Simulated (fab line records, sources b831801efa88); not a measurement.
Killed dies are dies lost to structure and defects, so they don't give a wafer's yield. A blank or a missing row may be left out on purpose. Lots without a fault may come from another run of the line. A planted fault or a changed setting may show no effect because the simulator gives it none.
fab line records | flow gf180mcu
record lots=5 wafers=15 last_day=33
route steps=602 shown VT_IMPLANT@92
lots that met no fault: from a run of the same line without faults
start_h: hours from the record's first day to the start of the lot's first wafer shown | wait_h: hours since the lot's step before | " the same as in the row above | L1.1+2: a row that stands for several wafers | - no value, or no start given | * or withheld: withheld | < > ~ a bound
route shown NAME@n: a module of which the file shows steps, and the number in the route of the first | usual: mean/standard deviation of fault-free wafers | same: alike in all rows | chamber/n: place in a boat | sites: the reading at each site | _std_site: their standard deviation | _edge_site: outer sites' mean less inner sites' | radius_mm: how far each site lies from the wafer's centre | mask NAME#n: copy n | behind: the tool/chamber that last shaped the wafer | hold: why the lot was held/for how many hours/how that ended | device: the transistor (n, p or np) that didn't switch | end of line: the same wafers' tests at the end of the route | a step without rows: its recipe alone | killed: dies lost to structure and defects at the first sort, not the wafer's yield | map: a wafer's dies, x killed, . not, _ none there
set.NAME: the setting as run; set.NAME@STEP: as run at that earlier step | model.NAME: the simulator's own value behind a step, which no gauge read
lots at some steps of the route; a table a step, a row a wafer
services: from which hour (start_h, from the record's first day; less than 0 if before it) a tool's chamber was out of use, for how many hours, and why
## steps
# step GF_VT_IMPLANT_COAT_02
# recipe resist=NOVOLAK spin_rpm=3000 resist_thk_nm=1000
# columns lot.wafer tool chamber start_h wait_h
L074.3+4+5 litho_track-04 0 103.48 0.1
L077.1+4+5 litho_track-04 0 121.73 0.1
L085.4+5+6 litho_track-04 0 170.65 0.1
L090.4+5+6 litho_track-01 0 201.08 0.1
L092.1+5+6 litho_track-04 0 213.33 0.1
# step GF_VT_IMPLANT_SOFTBAKE_03
# recipe temp_c=90 time_s=60 resist=NOVOLAK
# usual heater_power_total_W=56.60/0.047
# columns lot.wafer tool chamber start_h wait_h heater_power_total_W
L074.3 litho_track-04 0 103.63 0.1 56.51
L074.4 " 0 " " 56.62
L074.5 " 0 " " 56.56
L077.1 litho_track-04 0 121.88 0.1 56.60
L077.4 " 0 " " 56.58
L077.5 " 0 " " 56.59
L085.4 litho_track-04 0 170.80 0.1 56.64
L085.5 " 0 " " 56.60
L085.6 " 0 " " 56.60
L090.4 litho_track-01 0 201.23 0.1 56.60
L090.5 " 0 " " 56.67
L090.6 " 0 " " 56.65
L092.1 litho_track-04 0 213.48 0.1 56.63
L092.5 " 0 " " 56.58
L092.6 " 0 " " 56.59
# step GF_VT_IMPLANT_EXPOSE_04
# recipe mask_id=LVPWELL_LV_AREA target_cd_nm=600 na=0.6 source_shape=conventional sigma_outer=0.6 dose_mj=140
# usual reticle_temp_C=23.01/0.11
# columns lot.wafer tool chamber start_h wait_h mask reticle_temp_C
L074.3 iline_stepper-02 0 - - LVPWELL_LV_AREA#0 23.22
L074.4 " 0 " " LVPWELL_LV_AREA#0 23.17
L074.5 " 0 " " LVPWELL_LV_AREA#0 23.18
L077.1 iline_stepper-02 0 - - LVPWELL_LV_AREA#0 23.11
L077.4 " 0 " " LVPWELL_LV_AREA#0 23.05
L077.5 " 0 " " LVPWELL_LV_AREA#0 23.03
L085.4 iline_stepper-02 0 - - LVPWELL_LV_AREA#0 23.01
L085.5 " 0 " " LVPWELL_LV_AREA#0 23.05
L085.6 " 0 " " LVPWELL_LV_AREA#0 22.87
L090.4 iline_stepper-02 0 - - LVPWELL_LV_AREA#0 23.10
L090.5 " 0 " " LVPWELL_LV_AREA#0 23.22
L090.6 " 0 " " LVPWELL_LV_AREA#0 23.00
L092.1 iline_stepper-02 0 - - LVPWELL_LV_AREA#0 23.09
L092.5 " 0 " " LVPWELL_LV_AREA#0 23.14
L092.6 " 0 " " LVPWELL_LV_AREA#0 23.00
# step GF_VT_IMPLANT_PEB_05
# recipe temp_c=withheld time_s=* resist=NOVOLAK
# columns lot.wafer tool chamber start_h wait_h
L074.3+4+5 litho_track-01 0 - -
L077.1+4+5 litho_track-01 0 - -
L085.4+5+6 litho_track-02 0 - -
L090.4+5+6 litho_track-01 0 - -
L092.1+5+6 litho_track-01 0 - -
# step GF_VT_IMPLANT_DEVELOP_06
# recipe develop_time_s=60 dev_temp_c=23
# same develop_time_s=60
# columns lot.wafer tool chamber start_h wait_h
L074.3+4+5 litho_track-01 0 110.95 0.1
L077.1+4+5 litho_track-01 0 128.65 0.1
L085.4+5+6 litho_track-02 0 179.14 0.1
L090.4+5+6 litho_track-01 0 209.98 0.1
L092.1+5+6 litho_track-01 0 222.00 0.1
# step GF_VT_IMPLANT_OVL_MEAS_07
# usual VT_IMPLANT_OVL=-0.1/1.7
# columns lot.wafer tool chamber start_h wait_h VT_IMPLANT_OVL[nm]
L074.3 overlay-01 - 111.06 0.1 -1.1
L074.4 " - " " -1.6
L074.5 " - " " -1.9
L077.1 overlay-01 - 128.80 0.1 -1.8
L077.4 " - " " 0.3
L077.5 " - " " -2.5
L085.4 overlay-01 - 179.23 0.1 0.9
L085.5 " - " " 1.3
L085.6 " - " " 1.9
L090.4 overlay-01 - 210.07 0.1 -0.7
L090.5 " - " " -1.1
L090.6 " - " " -2.3
L092.1 overlay-02 - 222.15 0.1 0.9
L092.5 " - " " 0.7
L092.6 " - " " 1.8
# step GF_VT_IMPLANT_IMPLANT_08
# recipe species=BF2 energy_kev=20 dose_cm2=8.29e+12 tilt_deg=7
# columns lot.wafer tool chamber start_h wait_h
L074.3+4+5 implanter-04 0 111.14 0.1
L077.1+4+5 implanter-04 0 128.84 0.0
L085.4+5+6 implanter-04 0 179.32 0.1
L090.4+5+6 implanter-03 0 210.16 0.1
L092.1+5+6 implanter-01 0 222.19 0.0
# step GF_VT_IMPLANT_STRIP_09
# recipe chemistry=O2/N2 power_w=1400 pressure_mtorr=1500 platen_temp_c=250 o2_flow_sccm=3000 n2_flow_sccm=300 overash_fraction=0.5
# usual drypump_motor_current_A=5.8/0.53 heater_power_w=302/19 oes_product_au=0.716/0.0048 strip_time_to_endpoint_s=12.62/0.032
# columns lot.wafer tool chamber start_h wait_h drypump_motor_current_A heater_power_w oes_product_au rf_hours_counter_h strip_time_to_endpoint_s
L074.3 plasma_asher-03 1 111.27 0.1 6.0 300 0.714 - 12.59
L074.4 " 0 " " 6.4 276 0.712 - 12.58
L074.5 " 1 " " 6.0 299 0.711 - 12.58
L077.1 plasma_asher-01 1 128.99 0.1 6.1 296 0.718 1 12.66
L077.4 " 1 " " 6.0 297 0.722 - 12.65
L077.5 " 0 " " 6.2 332 0.712 - 12.68
L085.4 plasma_asher-01 1 179.43 0.1 6.1 299 0.713 - 12.64
L085.5 " 1 " " 6.1 300 0.717 - 12.62
L085.6 " 0 " " 6.1 330 0.720 - 12.60
L090.4 plasma_asher-01 1 210.27 0.1 6.1 292 0.717 - 12.59
L090.5 " 0 " " 6.1 329 0.710 - 12.62
L090.6 " 1 " " 6.0 296 0.712 - 12.60
L092.1 plasma_asher-02 1 222.34 0.1 4.9 316 0.706 62 12.57
L092.5 " 0 " " 5.3 289 0.716 - 12.61
L092.6 " 1 " " 4.9 316 0.709 - 12.60
# step GF_VT_IMPLANT_TW_MEAS_10
# usual VT_IMPLANT_TW=565/5.8
# columns lot.wafer tool chamber start_h wait_h VT_IMPLANT_TW
L074.3 film_metro-04 - 111.36 0.1 571
L074.4 " - " " 571
L074.5 " - " " 566
L077.1 film_metro-02 - 129.09 0.1 561
L077.4 " - " " 560
L077.5 " - " " 559
L085.4 film_metro-01 - 179.53 0.1 567
L085.5 " - " " 570
L085.6 " - " " 565
L090.4 film_metro-01 - 210.37 0.1 570
L090.5 " - " " 572
L090.6 " - " " 572
L092.1 film_metro-02 - 222.44 0.1 560
L092.5 " - " " 562
L092.6 " - " " 563
# step GF_VT_IMPLANT_DEHYDRATE_11
# recipe temp_c=200 time_s=60
# usual heater_power_total_W=160.36/0.12
# columns lot.wafer tool chamber start_h wait_h heater_power_total_W
L074.3 litho_track-01 0 118.35 7.0 160.41
L074.4 " 0 " " 160.35
L074.5 " 0 " " 160.29
L077.1 litho_track-04 0 136.38 7.3 160.62
L077.4 " 0 " " 160.45
L077.5 " 0 " " 160.63
L085.4 litho_track-02 0 187.49 7.9 160.23
L085.5 " 0 " " 160.45
L085.6 " 0 " " 160.37
L090.4 litho_track-02 0 218.64 8.3 160.34
L090.5 " 0 " " 160.56
L090.6 " 0 " " 160.39
L092.1 litho_track-02 0 231.36 8.9 160.45
L092.5 " 0 " " 160.27
L092.6 " 0 " " 160.49
# step GF_VT_IMPLANT_HMDS_12
# recipe prime_time_s=60 prime_temp_c=120
# columns lot.wafer tool chamber start_h wait_h
L074.3+4+5 litho_track-01 0 118.50 0.1
L077.1+4+5 litho_track-04 0 136.53 0.1
L085.4+5+6 litho_track-02 0 187.64 0.1
L090.4+5+6 litho_track-02 0 218.79 0.1
L092.1+5+6 litho_track-02 0 231.51 0.1
# step GF_VT_IMPLANT_COAT_13
# recipe resist=NOVOLAK spin_rpm=3000 resist_thk_nm=1000
# columns lot.wafer tool chamber start_h wait_h
L074.3+4+5 litho_track-01 0 118.65 0.1
L077.1+4+5 litho_track-04 0 136.68 0.1
L085.4+5+6 litho_track-02 0 187.79 0.1
L090.4+5+6 litho_track-02 0 218.94 0.1
L092.1+5+6 litho_track-02 0 231.66 0.1
# step GF_VT_IMPLANT_SOFTBAKE_14
# recipe temp_c=90 time_s=60 resist=NOVOLAK
# usual heater_power_total_W=56.59/0.044
# columns lot.wafer tool chamber start_h wait_h heater_power_total_W
L074.3 litho_track-01 0 118.80 0.1 56.54
L074.4 " 0 " " 56.67
L074.5 " 0 " " 56.62
L077.1 litho_track-04 0 136.83 0.1 56.52
L077.4 " 0 " " 56.55
L077.5 " 0 " " 56.53
L085.4 litho_track-02 0 187.94 0.1 56.62
L085.5 " 0 " " 56.64
L085.6 " 0 " " 56.66
L090.4 litho_track-02 0 219.09 0.1 56.59
L090.5 " 0 " " 56.59
L090.6 " 0 " " 56.57
L092.1 litho_track-02 0 231.81 0.1 56.58
L092.5 " 0 " " 56.55
L092.6 " 0 " " 56.57
# step GF_VT_IMPLANT_EXPOSE_15
# recipe mask_id=Nwell_LV_AREA target_cd_nm=860 na=0.6 source_shape=conventional sigma_outer=0.6 dose_mj=140
# usual reticle_temp_C=23.01/0.097
# columns lot.wafer tool chamber start_h wait_h mask reticle_temp_C
L074.3 iline_stepper-02 0 - - Nwell_LV_AREA#0 23.10
L074.4 " 0 " " Nwell_LV_AREA#0 23.19
L074.5 " 0 " " Nwell_LV_AREA#0 22.99
L077.1 iline_stepper-01 0 - - Nwell_LV_AREA#0 22.98
L077.4 " 0 " " Nwell_LV_AREA#0 22.93
L077.5 " 0 " " Nwell_LV_AREA#0 23.14
L085.4 iline_stepper-02 0 - - Nwell_LV_AREA#0 22.91
L085.5 " 0 " " Nwell_LV_AREA#0 23.05
L085.6 " 0 " " Nwell_LV_AREA#0 23.12
L090.4 iline_stepper-02 0 - - Nwell_LV_AREA#0 23.08
L090.5 " 0 " " Nwell_LV_AREA#0 22.95
L090.6 " 0 " " Nwell_LV_AREA#0 23.11
L092.1 iline_stepper-01 0 - - Nwell_LV_AREA#0 23.06
L092.5 " 0 " " Nwell_LV_AREA#0 22.99
L092.6 " 0 " " Nwell_LV_AREA#0 22.97
# step GF_VT_IMPLANT_PEB_16
# recipe temp_c=withheld time_s=* resist=NOVOLAK
# columns lot.wafer tool chamber start_h wait_h
L074.3+4+5 litho_track-04 0 - -
L077.1+4+5 litho_track-01 0 - -
L085.4+5+6 litho_track-02 0 - -
L090.4+5+6 litho_track-01 0 - -
L092.1+5+6 litho_track-01 0 - -
# step GF_VT_IMPLANT_DEVELOP_17
# recipe develop_time_s=60 dev_temp_c=23
# same develop_time_s=60
# columns lot.wafer tool chamber start_h wait_h
L074.3+4+5 litho_track-04 0 126.18 0.1
L077.1+4+5 litho_track-01 0 144.20 0.1
L085.4+5+6 litho_track-02 0 196.34 0.1
L090.4+5+6 litho_track-01 0 227.68 0.1
L092.1+5+6 litho_track-01 0 240.45 0.1
# step GF_VT_IMPLANT_OVL_MEAS_18
# usual VT_IMPLANT_01_OVL=0.1/1.2
# columns lot.wafer tool chamber start_h wait_h VT_IMPLANT_01_OVL[nm]
L074.3 overlay-02 - 126.29 0.1 2.9
L074.4 " - " " 1.4
L074.5 " - " " 1.3
L077.1 overlay-01 - 144.35 0.1 1.1
L077.4 " - " " 1.8
L077.5 " - " " 1.1
L085.4 overlay-01 - 196.43 0.1 0.7
L085.5 " - " " 1.7
L085.6 " - " " 2.5
L090.4 overlay-01 - 227.77 0.1 -0.1
L090.5 " - " " 0.6
L090.6 " - " " -1.1
L092.1 overlay-01 - 240.60 0.1 -0.4
L092.5 " - " " -0.7
L092.6 " - " " -0.5
# step GF_VT_IMPLANT_IMPLANT_19
# recipe species=As energy_kev=100 dose_cm2=4.35e+12 tilt_deg=7
# columns lot.wafer tool chamber start_h wait_h
L074.3+4+5 implanter-04 0 126.36 0.1
L077.1+4+5 implanter-03 0 144.39 0.0
L085.4+5+6 implanter-01 0 196.52 0.1
L090.4+5+6 implanter-03 0 227.86 0.1
L092.1+5+6 implanter-01 0 240.64 0.0
# step GF_VT_IMPLANT_STRIP_20
# recipe chemistry=O2/N2 power_w=1400 pressure_mtorr=1500 platen_temp_c=250 o2_flow_sccm=3000 n2_flow_sccm=300 overash_fraction=0.5
# usual drypump_motor_current_A=5.7/0.57 heater_power_w=301/18 oes_product_au=0.716/0.0046 strip_time_to_endpoint_s=12.62/0.038
# columns lot.wafer tool chamber start_h wait_h drypump_motor_current_A heater_power_w oes_product_au rf_hours_counter_h strip_time_to_endpoint_s
L074.3 plasma_asher-01 0 126.50 0.1 6.1 327 0.715 - 12.60
L074.4 " 1 " " 6.0 292 0.713 - 12.58
L074.5 " 1 " " 6.0 294 0.726 - 12.60
L077.1 plasma_asher-03 0 144.54 0.1 6.4 276 0.719 35 12.70
L077.4 " 0 " " 6.4 269 0.713 - 12.67
L077.5 " 0 " " 6.4 283 0.715 - 12.65
L085.4 plasma_asher-02 1 196.63 0.1 4.9 313 0.712 - 12.64
L085.5 " 1 " " 4.9 321 0.714 - 12.63
L085.6 " 0 " " 5.3 296 0.714 - 12.66
L090.4 plasma_asher-01 0 227.97 0.1 6.1 327 0.714 - 12.61
L090.5 " 1 " " 6.1 283 0.720 - 12.62
L090.6 " 0 " " 6.1 322 0.715 - 12.57
L092.1 plasma_asher-01 1 240.79 0.1 6.1 294 0.716 13 12.59
L092.5 " 1 " " 6.1 292 0.718 - 12.57
L092.6 " 0 " " 6.1 329 0.717 - 12.60
# step GF_VT_IMPLANT_TW_MEAS_21
# usual VT_IMPLANT_2_TW=1222/12
# columns lot.wafer tool chamber start_h wait_h VT_IMPLANT_2_TW
L074.3 film_metro-01 - 126.58 0.1 1237
L074.4 " - " " 1228
L074.5 " - " " 1237
L077.1 film_metro-01 - 144.64 0.1 1220
L077.4 " - " " 1220
L077.5 " - " " 1217
L085.4 film_metro-01 - 196.73 0.1 1229
L085.5 " - " " 1226
L085.6 " - " " 1220
L090.4 film_metro-04 - 228.07 0.1 1230
L090.5 " - " " 1235
L090.6 " - " " 1236
L092.1 film_metro-01 - 240.89 0.1 1238
L092.5 " - " " 1235
L092.6 " - " " 1234
# step GF_VT_IMPLANT_DEHYDRATE_22
# recipe temp_c=200 time_s=60
# usual heater_power_total_W=160.35/0.13
# columns lot.wafer tool chamber start_h wait_h heater_power_total_W
L074.3 litho_track-04 0 133.48 6.9 160.25
L074.4 " 0 " " 160.12
L074.5 " 0 " " 160.51
L077.1 litho_track-01 0 151.80 7.2 160.34
L077.4 " 0 " " 160.23
L077.5 " 0 " " 160.36
L085.4 litho_track-02 0 204.64 7.9 160.23
L085.5 " 0 " " 160.27
L085.6 " 0 " " 160.51
L090.4 litho_track-02 0 236.24 8.2 160.32
L090.5 " 0 " " 160.39
L090.6 " 0 " " 160.29
L092.1 litho_track-04 0 250.13 9.2 160.39
L092.5 " 0 " " 160.26
L092.6 " 0 " " 160.29
# step GF_VT_IMPLANT_HMDS_23
# recipe prime_time_s=60 prime_temp_c=120
# columns lot.wafer tool chamber start_h wait_h
L074.3+4+5 litho_track-04 0 133.63 0.1
L077.1+4+5 litho_track-01 0 151.95 0.1
L085.4+5+6 litho_track-02 0 204.79 0.1
L090.4+5+6 litho_track-02 0 236.39 0.1
L092.1+5+6 litho_track-04 0 250.28 0.1
# step GF_VT_IMPLANT_COAT_24
# recipe resist=NOVOLAK spin_rpm=3000 resist_thk_nm=1008
# columns lot.wafer tool chamber start_h wait_h
L074.3+4+5 litho_track-04 0 133.78 0.1
L077.1+4+5 litho_track-01 0 152.10 0.1
L085.4+5+6 litho_track-02 0 204.94 0.1
L090.4+5+6 litho_track-02 0 236.54 0.1
L092.1+5+6 litho_track-04 0 250.43 0.1
# step GF_VT_IMPLANT_SOFTBAKE_25
# recipe temp_c=90 time_s=60 resist=NOVOLAK
# usual heater_power_total_W=56.60/0.041
# columns lot.wafer tool chamber start_h wait_h heater_power_total_W
L074.3 litho_track-04 0 133.93 0.1 56.63
L074.4 " 0 " " 56.57
L074.5 " 0 " " 56.61
L077.1 litho_track-01 0 152.25 0.1 56.60
L077.4 " 0 " " 56.70
L077.5 " 0 " " 56.51
L085.4 litho_track-02 0 205.09 0.1 56.65
L085.5 " 0 " " 56.59
L085.6 " 0 " " 56.57
L090.4 litho_track-02 0 236.69 0.1 56.53
L090.5 " 0 " " 56.63
L090.6 " 0 " " 56.61
L092.1 litho_track-04 0 250.58 0.1 56.62
L092.5 " 0 " " 56.63
L092.6 " 0 " " 56.56
# step GF_VT_IMPLANT_EXPOSE_26
# recipe mask_id=LVPWELL_HV_AREA target_cd_nm=860 na=0.6 source_shape=conventional sigma_outer=0.6 dose_mj=140
# usual reticle_temp_C=23.00/0.1
# columns lot.wafer tool chamber start_h wait_h mask reticle_temp_C
L074.3 iline_stepper-01 0 - - LVPWELL_HV_AREA#0 22.89
L074.4 " 0 " " LVPWELL_HV_AREA#0 23.04
L074.5 " 0 " " LVPWELL_HV_AREA#0 23.04
L077.1 iline_stepper-01 0 - - LVPWELL_HV_AREA#0 22.84
L077.4 " 0 " " LVPWELL_HV_AREA#0 22.91
L077.5 " 0 " " LVPWELL_HV_AREA#0 22.89
L085.4 iline_stepper-01 0 - - LVPWELL_HV_AREA#0 23.03
L085.5 " 0 " " LVPWELL_HV_AREA#0 22.97
L085.6 " 0 " " LVPWELL_HV_AREA#0 23.05
L090.4 iline_stepper-01 0 - - LVPWELL_HV_AREA#0 23.03
L090.5 " 0 " " LVPWELL_HV_AREA#0 22.90
L090.6 " 0 " " LVPWELL_HV_AREA#0 23.03
L092.1 iline_stepper-01 0 - - LVPWELL_HV_AREA#0 22.88
L092.5 " 0 " " LVPWELL_HV_AREA#0 22.99
L092.6 " 0 " " LVPWELL_HV_AREA#0 22.96
# step GF_VT_IMPLANT_PEB_27
# recipe temp_c=withheld time_s=* resist=NOVOLAK
# columns lot.wafer tool chamber start_h wait_h
L074.3+4+5 litho_track-04 0 - -
L077.1+4+5 litho_track-01 0 - -
L085.4+5+6 litho_track-01 0 - -
L090.4+5+6 litho_track-04 0 - -
L092.1+5+6 litho_track-01 0 - -
# step GF_VT_IMPLANT_DEVELOP_28
# recipe develop_time_s=60 dev_temp_c=23
# same develop_time_s=60
# columns lot.wafer tool chamber start_h wait_h
L074.3+4+5 litho_track-04 0 142.33 0.1
L077.1+4+5 litho_track-01 0 159.85 0.1
L085.4+5+6 litho_track-01 0 214.08 0.1
L090.4+5+6 litho_track-04 0 245.70 0.1
L092.1+5+6 litho_track-01 0 259.30 0.1
# step GF_VT_IMPLANT_OVL_MEAS_29
# usual VT_IMPLANT_02_OVL=0.7/1.3
# columns lot.wafer tool chamber start_h wait_h VT_IMPLANT_02_OVL[nm]
L074.3 overlay-01 - 142.44 0.1 1.2
L074.4 " - " " 1.1
L074.5 " - " " 3.3
L077.1 overlay-01 - 160.00 0.1 0.9
L077.4 " - " " 0.1
L077.5 " - " " -1.2
L085.4 overlay-02 - 214.17 0.1 1.1
L085.5 " - " " 0.6
L085.6 " - " " 1.3
L090.4 overlay-02 - 245.79 0.1 -1.0
L090.5 " - " " -1.4
L090.6 " - " " -1.6
L092.1 overlay-01 - 259.45 0.1 1.3
L092.5 " - " " 0.2
L092.6 " - " " -0.1
# step GF_VT_IMPLANT_IMPLANT_30
# recipe species=B energy_kev=25 dose_cm2=2.443e+12 tilt_deg=7
# columns lot.wafer tool chamber start_h wait_h
L074.3+4+5 implanter-01 0 142.51 0.1
L077.1+4+5 implanter-04 0 160.04 0.0
L085.4+5+6 implanter-01 0 214.26 0.1
L090.4+5+6 implanter-03 0 245.89 0.1
L092.1+5+6 implanter-01 0 259.49 0.0
# step GF_VT_IMPLANT_STRIP_31
# recipe chemistry=O2/N2 power_w=1400 pressure_mtorr=1500 platen_temp_c=250 o2_flow_sccm=3000 n2_flow_sccm=300 overash_fraction=0.5
# usual drypump_motor_current_A=5.8/0.53 heater_power_w=301/19 oes_product_au=0.716/0.0046 strip_time_to_endpoint_s=12.720/0.029
# columns lot.wafer tool chamber start_h wait_h drypump_motor_current_A heater_power_w oes_product_au rf_hours_counter_h strip_time_to_endpoint_s
L074.3 plasma_asher-02 0 142.65 0.1 5.2 295 0.719 - 12.751
L074.4 " 1 " " 4.9 320 0.721 - 12.738
L074.5 " 0 " " 5.2 294 0.712 - 12.728
L077.1 plasma_asher-01 1 160.19 0.1 6.1 291 0.712 5 12.649
L077.4 " 1 " " 6.1 291 0.710 - 12.682
L077.5 " 0 " " 6.1 331 0.718 - 12.678
L085.4 plasma_asher-01 1 214.37 0.1 6.0 295 0.728 - 12.721
L085.5 " 1 " " 6.1 288 0.719 - 12.702
L085.6 " 0 " " 6.1 334 0.709 - 12.698
L090.4 plasma_asher-03 1 246.00 0.1 6.0 303 0.711 - 12.727
L090.5 " 1 " " 6.0 298 0.719 - 12.711
L090.6 " 0 " " 6.5 280 0.715 - 12.768
L092.1 plasma_asher-03 0 259.64 0.1 6.4 280 0.718 45 12.655
L092.5 " 0 " " 6.5 276 0.709 - 12.670
L092.6 " 1 " " 6.0 302 0.719 - 12.662
# step GF_VT_IMPLANT_TW_MEAS_32
# usual VT_IMPLANT_3_TW=266.8/2.5
# columns lot.wafer tool chamber start_h wait_h VT_IMPLANT_3_TW
L074.3 film_metro-04 - 142.73 0.1 268.9
L074.4 " - " " 267.5
L074.5 " - " " 268.4
L077.1 film_metro-04 - 160.29 0.1 269.1
L077.4 " - " " 267.5
L077.5 " - " " 268.3
L085.4 film_metro-01 - 214.47 0.1 269.5
L085.5 " - " " 268.9
L085.6 " - " " 270.6
L090.4 film_metro-02 - 246.09 0.1 263.2
L090.5 " - " " 265.3
L090.6 " - " " 264.3
L092.1 film_metro-04 - 259.74 0.1 267.8
L092.5 " - " " 267.1
L092.6 " - " " 267.4
# step GF_VT_IMPLANT_DEHYDRATE_33
# recipe temp_c=200 time_s=60
# usual heater_power_total_W=160.38/0.13
# columns lot.wafer tool chamber start_h wait_h heater_power_total_W
L074.3 litho_track-01 0 149.40 6.7 160.61
L074.4 " 0 " " 160.51
L074.5 " 0 " " 160.26
L077.1 litho_track-02 0 167.91 7.6 160.43
L077.4 " 0 " " 160.41
L077.5 " 0 " " 160.20
L085.4 litho_track-04 0 222.45 8.0 160.17
L085.5 " 0 " " 160.32
L085.6 " 0 " " 160.29
L090.4 litho_track-04 0 255.25 9.1 160.45
L090.5 " 0 " " 160.42
L090.6 " 0 " " 160.33
L092.1 litho_track-01 0 268.40 8.7 160.20
L092.5 " 0 " " 160.23
L092.6 " 0 " " 160.56
# step GF_VT_IMPLANT_HMDS_34
# recipe prime_time_s=60 prime_temp_c=120
# columns lot.wafer tool chamber start_h wait_h
L074.3+4+5 litho_track-01 0 149.55 0.1
L077.1+4+5 litho_track-02 0 168.06 0.1
L085.4+5+6 litho_track-04 0 222.60 0.1
L090.4+5+6 litho_track-04 0 255.40 0.1
L092.1+5+6 litho_track-01 0 268.55 0.1
# step GF_VT_IMPLANT_COAT_35
# recipe resist=NOVOLAK spin_rpm=3000 resist_thk_nm=1000
# columns lot.wafer tool chamber start_h wait_h
L074.3+4+5 litho_track-01 0 149.70 0.1
L077.1+4+5 litho_track-02 0 168.21 0.1
L085.4+5+6 litho_track-04 0 222.75 0.1
L090.4+5+6 litho_track-04 0 255.55 0.1
L092.1+5+6 litho_track-01 0 268.70 0.1
# step GF_VT_IMPLANT_SOFTBAKE_36
# recipe temp_c=90 time_s=60 resist=NOVOLAK
# usual heater_power_total_W=56.59/0.047
# columns lot.wafer tool chamber start_h wait_h heater_power_total_W
L074.3 litho_track-01 0 149.85 0.1 56.56
L074.4 " 0 " " 56.68
L074.5 " 0 " " 56.51
L077.1 litho_track-02 0 168.36 0.1 56.54
L077.4 " 0 " " 56.65
L077.5 " 0 " " 56.56
L085.4 litho_track-04 0 222.90 0.1 56.58
L085.5 " 0 " " 56.58
L085.6 " 0 " " 56.59
L090.4 litho_track-04 0 255.70 0.1 56.58
L090.5 " 0 " " 56.64
L090.6 " 0 " " 56.60
L092.1 litho_track-01 0 268.85 0.1 56.55
L092.5 " 0 " " 56.67
L092.6 " 0 " " 56.66
# step GF_VT_IMPLANT_EXPOSE_37
# recipe mask_id=Nwell_HV_AREA target_cd_nm=860 na=0.6 source_shape=conventional sigma_outer=0.6 dose_mj=140
# usual reticle_temp_C=23.01/0.11
# columns lot.wafer tool chamber start_h wait_h mask reticle_temp_C
L074.3 iline_stepper-02 0 - - Nwell_HV_AREA#0 22.94
L074.4 " 0 " " Nwell_HV_AREA#0 22.88
L074.5 " 0 " " Nwell_HV_AREA#0 23.16
L077.1 iline_stepper-01 0 - - Nwell_HV_AREA#0 23.03
L077.4 " 0 " " Nwell_HV_AREA#0 23.06
L077.5 " 0 " " Nwell_HV_AREA#0 23.02
L085.4 iline_stepper-02 0 - - Nwell_HV_AREA#0 23.00
L085.5 " 0 " " Nwell_HV_AREA#0 23.09
L085.6 " 0 " " Nwell_HV_AREA#0 23.13
L090.4 iline_stepper-02 0 - - Nwell_HV_AREA#0 23.08
L090.5 " 0 " " Nwell_HV_AREA#0 23.04
L090.6 " 0 " " Nwell_HV_AREA#0 23.00
L092.1 iline_stepper-02 0 - - Nwell_HV_AREA#0 23.15
L092.5 " 0 " " Nwell_HV_AREA#0 23.02
L092.6 " 0 " " Nwell_HV_AREA#0 22.96
# step GF_VT_IMPLANT_PEB_38
# recipe temp_c=withheld time_s=* resist=NOVOLAK
# columns lot.wafer tool chamber start_h wait_h
L074.3+4+5 litho_track-01 0 - -
L077.1+4+5 litho_track-04 0 - -
L085.4+5+6 litho_track-02 0 - -
L090.4+5+6 litho_track-01 0 - -
L092.1+5+6 litho_track-04 0 - -
# step GF_VT_IMPLANT_DEVELOP_39
# recipe develop_time_s=60 dev_temp_c=23
# same develop_time_s=60
# columns lot.wafer tool chamber start_h wait_h
L074.3+4+5 litho_track-01 0 157.70 0.1
L077.1+4+5 litho_track-04 0 176.68 0.1
L085.4+5+6 litho_track-02 0 232.19 0.1
L090.4+5+6 litho_track-01 0 264.68 0.1
L092.1+5+6 litho_track-04 0 278.08 0.1
# step GF_VT_IMPLANT_OVL_MEAS_40
# usual VT_IMPLANT_03_OVL=0.6/1.4
# columns lot.wafer tool chamber start_h wait_h VT_IMPLANT_03_OVL[nm]
L074.3 overlay-01 - 157.81 0.1 -0.6
L074.4 " - " " 0.0
L074.5 " - " " 0.8
L077.1 overlay-01 - 176.83 0.1 -0.5
L077.4 " - " " -0.5
L077.5 " - " " -0.4
L085.4 overlay-02 - 232.28 0.1 -1.1
L085.5 " - " " 1.1
L085.6 " - " " -0.2
L090.4 overlay-01 - 264.77 0.1 0.0
L090.5 " - " " 1.8
L090.6 " - " " 0.6
L092.1 overlay-01 - 278.23 0.1 2.7
L092.5 " - " " 2.1
L092.6 " - " " 1.8
# step GF_VT_IMPLANT_IMPLANT_41
# recipe species=As energy_kev=70 dose_cm2=1.013e+12 tilt_deg=7
# columns lot.wafer tool chamber start_h wait_h
L074.3+4+5 implanter-04 0 157.89 0.1
L077.1+4+5 implanter-03 0 176.86 0.0
L085.4+5+6 implanter-01 0 232.37 0.1
L090.4+5+6 implanter-03 0 264.86 0.1
L092.1+5+6 implanter-03 0 278.26 0.0
## services
# columns tool chamber start_h hours kind
plasma_asher-01 - 104.97 1.4 repair
implanter-03 - 108.27 3.0 repair
plasma_asher-01 - 108.75 9.0 pm
plasma_asher-01 0 108.75 9.0 vent_cycle
plasma_asher-01 1 108.75 9.0 vent_cycle
implanter-01 - 110.61 4.6 pm
plasma_asher-01 - 113.54 0.8 repair
implanter-03 - 116.92 8.5 pm
iline_stepper-01 - 117.12 12.0 repair
plasma_asher-01 0 117.75 - clean
plasma_asher-01 1 117.75 - clean
plasma_asher-03 - 155.46 1.3 repair
plasma_asher-03 - 161.35 15.6 pm
implanter-01 - 190.36 1.7 repair
implanter-03 - 194.61 7.9 repair
implanter-01 - 205.67 5.2 repair
implanter-03 - 205.91 2.1 repair
iline_stepper-02 - 228.98 4.2 repair
implanter-04 - 238.95 4.5 repair
implanter-03 - 256.85 3.8 pm
implanter-04 - 260.84 1.3 repair
iline_stepper-02 - 263.46 1.7 pm
## key
fault none
